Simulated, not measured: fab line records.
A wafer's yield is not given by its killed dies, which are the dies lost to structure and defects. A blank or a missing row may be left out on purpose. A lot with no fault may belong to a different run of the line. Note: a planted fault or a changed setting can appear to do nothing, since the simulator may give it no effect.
fab line records | flow sky130
record: lots: 13 wafers: 39 last-day: 50
route steps=708 shown FIELD_ISO@3 VT_ADJUST_LVTN@104 PAD_OPEN@708
lots that met no fault: from a run of the same line without faults
start-h: start of the lot's first displayed wafer, in hours after the record's first day | wait-h: how many hours have passed since the lot's step before this one | " unchanged from the row above | L1.1+2: a single row standing in for several wafers | - either no value or no given start | * or withheld: withheld | < > ~ a bound
route shown NAME@n: a module of which the file shows steps, and the number in the route of the first | usual: mean/standard deviation of fault-free wafers | same: alike in all rows | chamber/n: place in a boat | sites: the reading at each site | _std_site: the values' standard deviation | _edge_site: mean of outer sites minus mean of inner sites | radius-mm: for every site, how far away it sits from the centre of the wafer | mask NAME#n: copy n | behind: the most recent tool/chamber to have shaped the wafer | hold: the reason the lot was held/the length of the hold in hours/how it ended | device: the n, p or np transistor that did not switch | end of line: at the end of the route, the tests of the same wafers | a step given without rows: its recipe and nothing more | killed: dies that structure and defects cost at the first sort, which is not the same as the wafer's yield | map: a wafer's dies, marking killed ones x, the rest . and places with no die _
set.NAME: the setting the step ran with; set.NAME@STEP: the setting that earlier step ran with | model.NAME: the simulator's own value behind a step, which no gauge read
the route's steps for a sample of lots (tables are steps, rows are wafers)
services: when a tool's chamber went out of use (start-h, in hours from the record's first day, below 0 if earlier), for how many hours, and the reason
== steps ==
step: SKY_FIELD_ISO_THK_MEAS_02
recipe: reads: SiO2_of_FIELD_ISO_OXIDATION_01
usual: FIELD_ISO_OXIDATION_00_THK: 12.28/0.22
columns lot.wafer tool chamber start-h wait-h FIELD_ISO_OXIDATION_00_THK[nm]
L864.1 film-metro-04 - 18.94 0.0 12.20
L864.3 " - " " 12.36
L864.5 " - " " 12.34
L865.1 film-metro-04 - 21.96 0.0 11.88
L865.2 " - " " 12.09
L865.3 " - " " 12.19
L866.2 film-metro-01 - 27.36 0.0 12.21
L866.3 " - " " 12.18
L866.4 " - " " 12.11
L867.2 film-metro-04 - 32.23 0.0 12.68
L867.3 " - " " 12.71
L867.5 " - " " 12.78
L869.1 film-metro-01 - 41.63 0.0 12.56
L869.3 " - " " 12.51
L869.4 " - " " 12.32
L872.1 film-metro-01 - 56.63 0.0 12.26
L872.2 " - " " 11.96
L872.4 " - " " 12.28
L875.2 film-metro-04 - 71.80 0.0 12.10
L875.3 " - " " 12.07
L875.4 " - " " 11.98
L876.4 film-metro-04 - 77.70 0.0 12.24
L876.5 " - " " 12.25
L876.6 " - " " 12.23
L882.3 film-metro-04 - 108.18 0.0 12.64
L882.5 " - " " 12.79
L882.6 " - " " 12.70
L883.2 film-metro-01 - 111.64 0.0 12.22
L883.3 " - " " 12.34
L883.4 " - " " 12.14
L884.1 film-metro-01 - 116.83 0.0 12.35
L884.5 " - " " 12.38
L884.6 " - " " 12.41
L885.2 film-metro-01 - 121.64 0.0 12.01
L885.4 " - " " 12.21
L885.6 " - " " 12.28
L886.1 film-metro-01 - 127.45 0.0 12.09
L886.3 " - " " 12.24
L886.6 " - " " 12.12
step: SKY_FIELD_ISO_EXPOSE_10
recipe: mask-id: FOM na: 0.68 source-shape: annular sigma-inner: 0.4 sigma-outer: 0.8 target-cd-nm: 150 dose-mj: 28
columns lot.wafer tool chamber start-h wait-h mask
L864.1+3+5 krf-scanner-01 0 28.27 - FOM#0
L865.1+2+3 krf-scanner-02 0 31.85 - FOM#0
L866.2+3+4 krf-scanner-02 0 37.20 - FOM#0
L867.2+3+5 krf-scanner-02 0 41.99 - FOM#0
L869.1+3+4 krf-scanner-01 0 54.72 - FOM#0
L872.1+2+4 krf-scanner-01 0 67.90 - FOM#0
L875.2+3+4 krf-scanner-02 0 81.89 - FOM#0
L876.4+5+6 krf-scanner-02 0 89.24 - FOM#0
L882.3+5+6 krf-scanner-01 0 120.81 - FOM#0
L883.2+3+4 krf-scanner-01 0 123.54 - FOM#0
L884.1+5+6 krf-scanner-01 0 128.53 - FOM#0
L885.2+4+6 krf-scanner-02 0 133.57 - FOM#0
L886.1+3+6 krf-scanner-01 0 139.90 - FOM#0
step: SKY_FIELD_ISO_CD_MEAS_13
recipe: target-cd-nm: 150
usual: cd-nm: 150.2/1.6
columns lot.wafer tool chamber start-h wait-h cd-nm
L864.1 cd-sem-01 - 35.18 - 148.6
L864.3 " - " " 148.3
L864.5 " - " " 148.1
L865.1 cd-sem-01 - 39.57 - 152.4
L865.2 " - " " 151.7
L865.3 " - " " 150.7
L866.2 cd-sem-01 - 45.15 - 152.9
L866.3 " - " " 152.8
L866.4 " - " " 153.2
L867.2 cd-sem-02 - 49.20 - 150.4
L867.3 " - " " 149.9
L867.5 " - " " 150.2
L869.1 cd-sem-02 - 62.67 - 44.8
L869.3 " - " " 45.7
L869.4 " - " " 150.1
L872.1 cd-sem-02 - 75.67 - 45.3
L872.2 " - " " 150.3
L872.4 " - " " 152.5
L875.2 cd-sem-02 - 89.89 - 149.4
L875.3 " - " " 149.6
L875.4 " - " " 151.7
L876.4 cd-sem-02 - 98.33 - 150.3
L876.5 " - " " 149.0
L876.6 " - " " 150.3
L882.3 cd-sem-02 - 130.11 - 151.5
L882.5 " - " " 149.0
L882.6 " - " " 150.9
L883.2 cd-sem-01 - 133.09 - 151.1
L883.3 " - " " 152.2
L883.4 " - " " 150.7
L884.1 cd-sem-02 - 137.72 - 150.7
L884.5 " - " " 152.0
L884.6 " - " " 151.0
L885.2 cd-sem-01 - 143.04 - 149.2
L885.4 " - " " 150.1
L885.6 " - " " 150.9
L886.1 cd-sem-02 - 149.12 - 148.5
L886.3 " - " " 148.1
L886.6 " - " " 147.4
step: SKY_FIELD_ISO_ETCH_17
recipe: target-depth-a: 3420 mask-material: Si3N4 chemistry: HBr/Cl2/O2 target: Si taper-deg: 5 icp-w: 600 bias-w: 150 pressure-mtorr: 15 HBr_flow_sccm: 150 Cl2_flow_sccm: 40 O2_flow_sccm: 6 time-s: 97.7
usual: drypump-motor-current-A: 6.10/0.22 oes-product-au: 1.006/0.0089 throttle-valve-pct: 25.652/0.011
columns lot.wafer tool chamber start-h wait-h drypump-motor-current-A oes-product-au rf-hours-counter-h throttle-valve-pct
L864.1 rie-si-02 1 35.50 0.1 5.97 1.017 5 25.656
L864.3 " 3 " " 5.93 0.993 12 25.656
L864.5 " 3 " " 5.93 1.000 - 25.656
L865.1 rie-si-01 2 39.89 0.1 6.14 1.005 1 25.652
L865.2 " 0 " " 6.01 1.009 49 25.656
L865.3 " 3 " " 6.40 1.009 91 25.652
L866.2 rie-si-02 1 45.45 0.1 5.96 1.014 5 25.630
L866.3 " 2 " " 5.93 0.999 1 25.659
L866.4 " 0 " " 6.05 1.014 64 25.648
L867.2 rie-si-01 2 49.50 0.1 6.17 1.005 1 25.655
L867.3 " 0 " " 5.96 1.019 49 25.651
L867.5 " 1 " " 6.66 1.004 - 25.652
L869.1 rie-si-01 1 62.99 0.1 6.63 0.992 18 25.676
L869.3 " 2 " " 6.15 1.015 1 25.648
L869.4 " 0 " " 5.97 1.002 49 25.671
L872.1 rie-si-02 0 75.99 0.1 6.05 1.002 64 25.661
L872.2 " 3 " " 5.98 1.008 12 25.651
L872.4 " 2 " " 5.97 1.015 2 25.656
L875.2 rie-si-01 0 90.19 0.1 5.98 0.997 49 25.658
L875.3 " 1 " " 6.64 0.991 19 25.667
L875.4 " 3 " " 6.36 1.009 92 25.645
L876.4 rie-si-02 3 98.59 0.0 5.93 1.004 12 25.660
L876.5 " 0 " " 6.06 1.011 - 25.639
L876.6 " 1 " " 5.98 1.010 - 25.657
L882.3 rie-si-02 2 130.39 0.0 5.96 0.999 2 25.634
L882.5 " 1 " " 5.99 1.018 - 25.628
L882.6 " 2 " " 5.93 1.009 - 25.660
L883.2 rie-si-02 3 133.39 0.1 5.93 1.002 13 25.659
L883.3 " 2 " " 5.92 1.004 2 25.641
L883.4 " 0 " " 6.08 1.011 65 25.654
L884.1 rie-si-01 2 138.04 0.1 6.15 1.009 1 25.647
L884.5 " 3 " " 6.38 1.014 - 25.654
L884.6 " 0 " " 5.98 1.003 - 25.664
L885.2 rie-si-02 1 143.34 0.1 6.00 0.998 6 25.656
L885.4 " 2 " " 5.91 0.996 2 25.661
L885.6 " 0 " " 6.06 1.012 - 25.660
L886.1 rie-si-01 3 149.44 0.1 6.42 1.007 92 25.651
L886.3 " 2 " " 6.17 1.019 1 25.638
L886.6 " 0 " " 5.96 1.009 - 25.654
step: SKY_VT_ADJUST_LVTN_OVL_MEAS_07
usual: VT_ADJUST_LVTN_OVL: -0.6/1.4
columns lot.wafer tool chamber start-h wait-h VT_ADJUST_LVTN_OVL[nm]
L864.1 overlay-02 - 146.87 - -1.6
L864.3 " - " " 0.5
L864.5 " - " " -3.2
L865.1 overlay-01 - 153.52 - -0.1
L865.2 " - " " -0.2
L865.3 " - " " 1.0
L866.2 overlay-02 - 159.47 - 0.4
L866.3 " - " " -0.9
L866.4 " - " " -1.2
L867.2 overlay-02 - 166.53 - 0.6
L867.3 " - " " -0.9
L867.5 " - " " -0.9
L869.4 overlay-02 - 181.73 - -1.5
L872.2 overlay-01 - 202.92 - -1.3
L872.4 " - " " -2.0
L875.2 overlay-02 - 218.52 - -0.4
L875.3 " - " " -0.2
L875.4 " - " " -1.3
L876.4 overlay-01 - 229.63 - -1.7
L876.5 " - " " -1.5
L876.6 " - " " -3.2
L882.3 overlay-01 - 266.13 - -1.9
L882.5 " - " " -1.2
L882.6 " - " " -1.9
L883.2 overlay-02 - 272.33 - -0.9
L883.3 " - " " -0.3
L883.4 " - " " 0.0
L884.1 overlay-01 - 279.47 - -0.3
L884.5 " - " " 0.1
L884.6 " - " " 0.5
L885.2 overlay-02 - 283.88 - -0.9
L885.4 " - " " 0.0
L885.6 " - " " 0.8
L886.1 overlay-01 - 291.52 - -0.3
L886.3 " - " " -0.1
L886.6 " - " " -2.6
step: SKY_PAD_OPEN_PROBE_99
usual: killed_at_M0_to_M3: 44/7.1 killed_at_M4_up: 3.3/1.8 killed-at-contacts: 23/5.5 killed-at-front-end: 15/4.5 killed-at-other: 0.2/0.48 killed-dies: 85/8.4 killed-on-rim: 17/3.5 killed-open: 46/6.6 killed-short: 39/6.1
same: gross-dies: 492 killed-at-back-side: 0
columns lot.wafer tool chamber start-h wait-h killed_at_M0_to_M3 killed_at_M4_up killed-at-contacts killed-at-front-end killed-at-other killed-dies killed-on-rim killed-open killed-short
L869.1 prober-02 - 1112.53 0.1 48 4 18 422 0 492 96 43 44
L869.3 prober-02 - 1112.63 0.2 45 6 15 426 0 492 96 38 44
L869.4 prober-02 - 1112.68 0.2 50 2 26 13 0 91 17 51 40
L872.1 prober-02 - 1129.82 0.1 37 4 37 413 1 492 96 58 37
L872.2 prober-02 - 1129.87 0.1 42 3 22 12 0 79 16 42 37
L872.4 prober-02 - 1129.97 0.2 45 3 34 20 0 102 23 56 46
L876.4 prober-02 - 1159.95 0.2 44 2 30 15 0 91 7 48 43
L876.5 prober-02 - 1160.00 0.2 37 4 25 17 0 83 20 41 40
L876.6 prober-02 - 1160.05 0.2 48 5 14 16 1 84 19 37 46
L886.1 prober-01 - 1196.39 0.1 41 3 12 16 0 72 9 34 37
L886.3 prober-01 - 1196.49 0.2 43 5 28 16 0 92 18 48 41
L886.6 prober-01 - 1196.64 0.2 52 4 18 21 1 96 20 57 39
killed by level:class
L869.1 FIELD_ISO:area-expose=405 VIA2:geometric-particle:open=9 METAL1:geometric-particle:short=8 LI_CONTACT:geometric-particle:open=7 VIA1:geometric-particle:open=7 POLY_GATE:geometric-particle:open=6 CONTACT:geometric-particle:open=6 VIA1:geometric-particle:short=6
L869.3 FIELD_ISO:area-expose=410 VIA1:geometric-particle:open=15 METAL2:geometric-particle:short=10 VIA1:geometric-particle:short=6 VIA3:geometric-particle:open=5 VIA2:geometric-particle:short=5 LI_CONTACT:geometric-particle:open=4 LOCAL_INTERCONNECT:geometric-particle:short=4
L869.4 VIA1:geometric-particle:open=13 LI_CONTACT:geometric-particle:open=9 VIA2:geometric-particle:open=8 POLY_GATE:geometric-particle:open=6 VIA1:geometric-particle:short=6 VIA3:geometric-particle:open=6 METAL1:geometric-particle:short=5 METAL2:geometric-particle:short=5
L872.1 FIELD_ISO:area-expose=396 CONTACT:geometric-particle:open=15 VIA1:geometric-particle:open=11 CONTACT:geometric-particle:short=10 VIA2:geometric-particle:open=9 FIELD_ISO:geometric-particle:open=8 LI_CONTACT:geometric-particle:open=4 FIELD_ISO:geometric-particle:short=3
L872.2 CONTACT:geometric-particle:open=11 VIA3:geometric-particle:open=8 VIA1:geometric-particle:open=7 METAL1:geometric-particle:short=6 VIA1:geometric-particle:short=6 CONTACT:geometric-particle:short=5 VIA2:geometric-particle:open=4 POLY_GATE:geometric-particle:open=3
L872.4 CONTACT:geometric-particle:open=15 VIA1:geometric-particle:open=11 CONTACT:geometric-particle:short=8 VIA2:geometric-particle:open=7 FIELD_ISO:geometric-particle:open=6 METAL2:geometric-particle:short=6 LI_CONTACT:geometric-particle:open=6 METAL1:geometric-particle:short=6
L876.4 CONTACT:geometric-particle:open=11 CONTACT:geometric-particle:short=10 VIA1:geometric-particle:open=10 VIA3:geometric-particle:open=7 VIA2:geometric-particle:open=6 LI_CONTACT:geometric-particle:open=5 FIELD_ISO:geometric-particle:short=4 FIELD_ISO:geometric-particle:open=4
L876.5 CONTACT:geometric-particle:open=9 LI_CONTACT:geometric-particle:open=8 VIA1:geometric-particle:short=7 FIELD_ISO:geometric-particle:open=6 VIA2:geometric-particle:open=6 METAL1:geometric-particle:short=5 METAL2:geometric-particle:short=5 FIELD_ISO:geometric-particle:short=4
L876.6 VIA1:geometric-particle:open=9 VIA2:geometric-particle:open=8 METAL1:geometric-particle:short=7 VIA1:geometric-particle:short=5 POLY_GATE:geometric-particle:open=4 POLY_GATE:geometric-particle:short=4 LI_CONTACT:geometric-particle:open=4 METAL2:geometric-particle:short=4
L886.1 VIA1:geometric-particle:open=12 METAL2:geometric-particle:short=7 FIELD_ISO:geometric-particle:open=4 METAL1:geometric-particle:short=4 VIA1:geometric-particle:short=4 VIA2:geometric-particle:open=4 VIA3:geometric-particle:open=3 POLY_GATE:geometric-particle:open=3
L886.3 CONTACT:geometric-particle:open=11 VIA2:geometric-particle:open=8 METAL1:geometric-particle:short=7 POLY_GATE:geometric-particle:short=7 LI_CONTACT:geometric-particle:open=7 VIA1:geometric-particle:open=6 METAL2:geometric-particle:short=6 LOCAL_INTERCONNECT:geometric-particle:short=5
L886.6 VIA1:geometric-particle:open=14 VIA2:geometric-particle:open=8 LI_CONTACT:geometric-particle:open=7 POLY_GATE:geometric-particle:open=6 CONTACT:geometric-particle:open=6 METAL1:geometric-particle:short=6 METAL2:geometric-particle:short=6 FIELD_ISO:geometric-particle:short=5
== services ==
columns tool chamber start-h hours kind
krf-scanner-01 - 25.55 0.8 pm
krf-scanner-02 - 26.48 1.0 pm
rie-si-02 3 40.00 1.3 repair
krf-scanner-01 - 41.52 1.3 pm
rie-si-02 - 42.41 2.8 pm
krf-scanner-02 - 67.86 0.8 pm
krf-scanner-02 0 93.13 - calibration
krf-scanner-01 0 110.49 - calibration
rie-si-01 3 116.99 2.0 repair
rie-si-01 - 119.22 0.5 repair
krf-scanner-02 - 125.30 7.2 pm
krf-scanner-01 - 132.57 1.0 pm
krf-scanner-02 - 137.99 0.2 repair
== key ==
first-sign: step: SKY_FIELD_ISO_CD_MEAS_13 reading: cd-nm direction: down sigmas: 66 usual: 150.2 struck: 45.3
effect: step: SKY_PAD_OPEN_PROBE_99 reading: killed-at-front-end direction: up sigmas: 90 usual: 15 struck: 420
more-kills-born-at: SKY_FIELD_ISO_EXPOSE_10@krf-scanner-01: 1211
met-at SKY_FIELD_ISO_EXPOSE_10
struck-lots L869,L872
struck-wafers L869.1,L869.3,L872.1
later-rows-left-out L869.1,L869.3,L872.1
tester-left-out L869,L872
not-acting-at SKY_FIELD_ISO_THK_MEAS_02,SKY_FIELD_ISO_ETCH_17,SKY_VT_ADJUST_LVTN_OVL_MEAS_07
onset-between 28.27 54.72
fault: kind: process-parameter-drift tool: krf-scanner-01 chamber: - onset-h: 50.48 steps: SKY_FIELD_ISO_EXPOSE_10 channel: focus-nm offset: 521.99 shape: step end-h: 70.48 scope: struck-wafers-only
tester-left-out: of these lots the tester's yield and bins aren't shown, on N5 and GAA mostly nor the transistor test; their killed dies are dies lost to structure and defects alone, not to doping, threshold or leakage, so they don't give the yield
later-rows-left-out: the simulator's readings of these wafers behind a module that went badly wrong aren't trusted and aren't shown, but for the sort
